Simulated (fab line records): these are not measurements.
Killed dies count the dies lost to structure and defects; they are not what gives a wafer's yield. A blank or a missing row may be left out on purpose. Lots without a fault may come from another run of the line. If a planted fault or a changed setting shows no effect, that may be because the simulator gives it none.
fab line records    flow sky130
record: lots: 14  wafers: 41  lastDay: 50
route steps=708 shown VT_ADJUST_NCORE@127 VT_ADJUST_HVTR@138 POLY_GATE@236 LDD_LDN@295
lots that met no fault: taken from a fault-free run of the same line
startH: the number of hours between the record's first day and the start of the first shown wafer of the lot    waitH: hours elapsed since this lot's preceding step    " same as the row above    L1.1+2: several wafers, shown together as one row    - no value, or no start given    * or withheld: withheld    < > ~ a bound
route shown NAME@n: names a module that has steps shown in the file, with the first one's number in the route    usual: mean/standard deviation taken from wafers without a fault    same: alike in all rows    chamber/n: place in a boat    sites: readings site by site    _std_site: how widely they spread, as a standard deviation    _edge_site: outer sites' mean less inner sites'    radiusMm: for every site, how far away it sits from the centre of the wafer    mask NAME#n: copy n    behind: the tool/chamber that last shaped the wafer    hold: why the lot went on hold/how many hours it stayed there/how the hold came to an end    device: whichever transistor did not switch (one of n, p or np)    end of line: tests of these same wafers at the route's end    a step with no rows: only its recipe    killed: count of dies lost to structure and defects at first sort (not the wafer's yield)    map: a wafer's dies, x killed, . not, _ none there
set.NAME: the setting that was run; set.NAME@STEP: the one run at that earlier step    model.NAME: the simulator's own value behind a step, which no gauge read
steps of the route over a sample of lots; a table a step, a row a wafer
== steps ==
step: SKY_VT_ADJUST_NCORE_OVL_MEAS_08
usual: VT_ADJUST_NCORE_OVL: 0.3/1.6
lot.wafer  tool        chamber  startH  waitH  VT_ADJUST_NCORE_OVL[nm]
L436.1     overlay-01  -        181.54  0.1    -1.8
L436.3     "           -        "       "      0.2
L436.5     "           -        "       "      0.3
L437.2     overlay-02  -        188.70  0.1    3.1
L437.3     "           -        "       "      2.6
L437.5     "           -        "       "      2.3
L438.1     overlay-02  -        198.10  0.1    -0.4
L438.3     "           -        "       "      0.6
L438.5     "           -        "       "      -3.0
L439.3     overlay-02  -        208.05  0.1    3.6
L439.4     "           -        "       "      2.9
L439.6     "           -        "       "      3.8
L440.2     overlay-02  -        209.75  0.1    2.0
L440.4     "           -        "       "      2.6
L440.6     "           -        "       "      3.1
L441.1     overlay-01  -        218.75  0.1    -1.7
L441.5     "           -        "       "      -0.9
L441.6     "           -        "       "      -1.7
L443.1     overlay-01  -        233.39  0.1    1.3
L443.2     "           -        "       "      1.2
L443.3     "           -        "       "      0.2
L444.1     overlay-01  -        233.80  0.1    -2.4
L444.3     "           -        "       "      -2.5
L444.6     "           -        "       "      -0.6
L447.2     overlay-02  -        258.45  0.1    -0.1
L447.3     "           -        "       "      1.4
L447.5     "           -        "       "      -1.5
L448.1     overlay-02  -        266.69  0.1    2.4
L448.4     "           -        "       "      1.5
L448.5     "           -        "       "      1.8
L449.1     overlay-01  -        271.35  0.1    1.3
L449.5     "           -        "       "      1.5
L449.6     "           -        "       "      1.2
L450.1     overlay-02  -        281.04  0.1    1.1
L450.3     "           -        "       "      -1.1
L450.5     "           -        "       "      -0.8
L457.3     overlay-02  -        337.75  0.1    0.9
L457.6     "           -        "       "      -0.3
L458.2     overlay-02  -        340.70  0.1    2.5
L458.3     "           -        "       "      0.4
L458.5     "           -        "       "      2.4
step: SKY_VT_ADJUST_HVTR_CD_MEAS_07
recipe: targetCdNm: 380
usual: cdNm: 381.2/2.8
lot.wafer  tool      chamber  startH  waitH  cdNm
L436.1     cdSem-01  -        203.17  0.1    384.6
L436.3     "         -        "       "      381.1
L436.5     "         -        "       "      384.5
L437.2     cdSem-01  -        210.64  0.1    381.3
L437.3     "         -        "       "      385.0
L437.5     "         -        "       "      383.3
L438.1     cdSem-01  -        219.52  0.1    380.6
L438.3     "         -        "       "      376.6
L438.5     "         -        "       "      374.5
L439.3     cdSem-01  -        230.52  0.1    384.8
L439.4     "         -        "       "      385.2
L439.6     "         -        "       "      386.3
L440.2     cdSem-01  -        232.03  0.1    383.2
L440.4     "         -        "       "      381.2
L440.6     "         -        "       "      382.3
L441.1     cdSem-02  -        241.98  0.1    384.8
L441.5     "         -        "       "      382.6
L441.6     "         -        "       "      383.6
L443.1     cdSem-02  -        256.96  0.1    379.6
L443.2     "         -        "       "      380.1
L443.3     "         -        "       "      378.8
L444.1     cdSem-02  -        257.33  0.1    376.7
L444.3     "         -        "       "      377.0
L444.6     "         -        "       "      376.3
L447.2     cdSem-01  -        283.04  0.1    379.9
L447.3     "         -        "       "      378.5
L447.5     "         -        "       "      375.8
L448.1     cdSem-01  -        291.32  0.1    381.2
L448.4     "         -        "       "      381.6
L448.5     "         -        "       "      380.6
L449.1     cdSem-01  -        295.26  0.3    381.5
L449.5     "         -        "       "      381.8
L449.6     "         -        "       "      382.3
L450.1     cdSem-01  -        306.41  0.2    380.4
L450.3     "         -        "       "      382.3
L450.5     "         -        "       "      379.6
L457.3     cdSem-01  -        365.75  0.1    376.7
L457.6     "         -        "       "      376.8
L458.2     cdSem-01  -        368.88  0.1    381.4
L458.3     "         -        "       "      385.0
L458.5     "         -        "       "      384.2
step: SKY_POLY_GATE_CD_MEAS_22
usual: cdNm: 150.3/2.5
lot.wafer  tool      chamber  startH  waitH  cdNm
L436.1     cdSem-01  -        373.96  0.1    148.8
L436.3     "         -        "       "      150.0
L436.5     "         -        "       "      147.9
L437.2     cdSem-02  -        379.65  0.1    151.7
L437.3     "         -        "       "      150.6
L437.5     "         -        "       "      150.9
L438.1     cdSem-01  -        388.75  0.1    146.4
L438.3     "         -        "       "      149.8
L438.5     "         -        "       "      149.8
L439.3     cdSem-01  -        413.30  0.1    152.5
L439.4     "         -        "       "      151.4
L439.6     "         -        "       "      145.6
L440.2     cdSem-02  -        413.31  0.2    156.0
L440.4     "         -        "       "      150.4
L440.6     "         -        "       "      157.6
L441.1     cdSem-02  -        418.40  0.1    150.3
L441.5     "         -        "       "      143.5
L441.6     "         -        "       "      149.4
L443.1     cdSem-02  -        434.58  0.1    152.9
L443.2     "         -        "       "      149.0
L443.3     "         -        "       "      144.7
L444.1     cdSem-02  -        439.33  0.1    151.3
L444.3     "         -        "       "      148.5
L444.6     "         -        "       "      149.7
L447.2     cdSem-02  -        470.12  0.1    147.4
L447.3     "         -        "       "      151.5
L447.5     "         -        "       "      147.4
L448.1     cdSem-01  -        483.74  0.1    153.1
L448.4     "         -        "       "      152.7
L448.5     "         -        "       "      153.0
L449.1     cdSem-02  -        485.72  0.1    154.4
L449.5     "         -        "       "      154.0
L449.6     "         -        "       "      152.2
L450.1     cdSem-01  -        497.44  0.1    153.0
L450.3     "         -        "       "      149.1
L450.5     "         -        "       "      148.4
L457.3     cdSem-01  -        559.13  0.1    153.0
L457.6     "         -        "       "      154.8
L458.2     cdSem-01  -        569.43  0.1    152.9
L458.3     "         -        "       "      149.9
L458.5     "         -        "       "      150.1
step: SKY_LDD_LDN_DEVELOP_06
recipe: resist: NOVOLAK  developer: TMAH  developTimeS: 60  devTempC: 23
lot.wafer   tool           chamber  startH  waitH
L436.1+3+5  lithoTrack-01  0        524.62  0.1
L437.2+3+5  lithoTrack-01  0        533.35  0.1
L438.1+3+5  lithoTrack-02  0        541.08  0.1
L439.3+4+6  lithoTrack-02  0        566.73  0.1
L440.2+4+6  lithoTrack-01  0        567.75  0.1
L441.1+5+6  lithoTrack-02  0        570.28  0.1
L443.1+2+3  lithoTrack-02  0        585.23  0.1
L444.1+3+6  lithoTrack-01  0        592.52  0.1
L447.2+3+5  lithoTrack-02  0        621.46  0.1
L448.1+4+5  lithoTrack-02  0        634.73  0.1
L449.1+5+6  lithoTrack-04  0        636.12  0.1
L450.1+3+5  lithoTrack-04  0        644.22  0.1
L457.3+6    lithoTrack-02  0        703.88  0.1
L458.2+3+5  lithoTrack-02  0        713.50  0.1
step: SKY_LDD_LDN_OVL_MEAS_07
usual: LDD_LDN_OVL: -0.3/1.3
lot.wafer  tool        chamber  startH  waitH  LDD_LDN_OVL[nm]
L436.1     overlay-02  -        524.77  0.1    -2.7
L436.3     "           -        "       "      -0.6
L436.5     "           -        "       "      -0.6
L437.2     overlay-02  -        533.48  0.1    1.9
L437.3     "           -        "       "      0.8
L437.5     "           -        "       "      -0.2
L438.1     overlay-02  -        541.23  0.1    0.0
L438.3     "           -        "       "      0.2
L438.5     "           -        "       "      -0.8
L439.3     overlay-01  -        566.84  0.1    -1.4
L439.4     "           -        "       "      -2.1
L439.6     "           -        "       "      0.0
L440.2     overlay-02  -        567.88  0.1    0.1
L440.4     "           -        "       "      -0.9
L440.6     "           -        "       "      -0.2
L441.1     overlay-01  -        570.43  0.1    -2.4
L441.5     "           -        "       "      -0.7
L441.6     "           -        "       "      0.7
L443.1     overlay-01  -        585.38  0.1    -0.3
L443.2     "           -        "       "      1.5
L443.3     "           -        "       "      0.1
L444.1     overlay-02  -        592.67  0.1    0.1
L444.3     "           -        "       "      -0.8
L444.6     "           -        "       "      0.2
L447.2     overlay-01  -        621.59  0.1    -0.9
L447.3     "           -        "       "      -0.5
L447.5     "           -        "       "      -3.0
L448.1     overlay-02  -        634.88  0.1    -1.2
L448.4     "           -        "       "      -0.2
L448.5     "           -        "       "      0.9
L449.1     overlay-01  -        636.27  0.1    -0.7
L449.5     "           -        "       "      0.2
L449.6     "           -        "       "      0.3
L450.1     overlay-01  -        644.37  0.1    -0.8
L450.3     "           -        "       "      0.9
L450.5     "           -        "       "      1.1
L457.3     overlay-02  -        703.99  0.1    -
L457.6     "           -        "       "      1.2
L458.2     overlay-02  -        713.64  0.1    3.0
L458.3     "           -        "       "      -
L458.5     "           -        "       "      3.1
step: SKY_LDD_LDN_TW_MEAS_13
usual: LDD_LDN_TW: 1472/6.9
lot.wafer  tool          chamber  startH  waitH  LDD_LDN_TW
L436.1     filmMetro-01  -        525.51  0.1    1479
L436.3     "             -        "       "      1466
L436.5     "             -        "       "      1476
L437.2     filmMetro-03  -        534.22  0.1    1472
L437.3     "             -        "       "      1482
L437.5     "             -        "       "      1475
L438.1     filmMetro-04  -        541.97  0.1    1472
L438.3     "             -        "       "      1475
L438.5     "             -        "       "      1456
L439.3     filmMetro-01  -        567.59  0.1    1465
L439.4     "             -        "       "      1460
L439.6     "             -        "       "      1465
L440.2     filmMetro-04  -        568.62  0.1    1473
L440.4     "             -        "       "      1476
L440.6     "             -        "       "      1481
L441.1     filmMetro-01  -        571.17  0.1    1469
L441.5     "             -        "       "      1464
L441.6     "             -        "       "      1471
L443.1     filmMetro-04  -        586.12  0.1    1474
L443.2     "             -        "       "      1482
L443.3     "             -        "       "      1467
L444.1     filmMetro-01  -        593.41  0.1    1473
L444.3     "             -        "       "      1475
L444.6     "             -        "       "      1480
L447.2     filmMetro-04  -        622.33  0.1    1474
L447.3     "             -        "       "      1459
L447.5     "             -        "       "      1471
L448.1     filmMetro-01  -        635.62  0.1    1468
L448.4     "             -        "       "      1472
L448.5     "             -        "       "      1468
L449.1     filmMetro-03  -        637.00  0.1    1481
L449.5     "             -        "       "      1484
L449.6     "             -        "       "      1489
L450.1     filmMetro-01  -        645.10  0.1    1472
L450.3     "             -        "       "      1468
L450.5     "             -        "       "      1466
L457.3     filmMetro-03  -        704.74  0.1    30
L457.6     "             -        "       "      1476
L458.2     filmMetro-04  -        714.46  0.1    1462
L458.3     "             -        "       "      30
L458.5     "             -        "       "      1463
== key ==
firstSign: step: SKY_LDD_LDN_OVL_MEAS_07  reading: LDD_LDN_OVL  direction: missing
effect: step: SKY_LDD_LDN_TW_MEAS_13  reading: LDD_LDN_TW  direction: down  sigmas: 99+  usual: 1472  struck: 30
metAt SKY_LDD_LDN_DEVELOP_06
struckLots L457,L458
struckWafers L457.3,L458.3
sortLeftOut L457.3,L458.3
testerLeftOut L457,L458
notActingAt SKY_VT_ADJUST_NCORE_OVL_MEAS_08,SKY_VT_ADJUST_HVTR_CD_MEAS_07,SKY_POLY_GATE_CD_MEAS_22
onsetBetween 634.73 703.88
fault: kind: processParameterDrift  tool: lithoTrack-02  chamber: -  onsetH: 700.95  steps: SKY_LDD_LDN_DEVELOP_06  channel: developTimeS  offset: *  shape: step  endH: 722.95  scope: struckWafersOnly  actsIn: *  stated: *
testerLeftOut: of these lots the tester's yield and bins aren't shown, on N5 and GAA mostly nor the transistor test; their killed dies are dies lost to structure and defects alone, not to doping, threshold or leakage, so they don't give the yield
sortLeftOut: the simulated sort isn't trusted on such a fault, so these wafers' sort isn't shown, and their yield isn't known
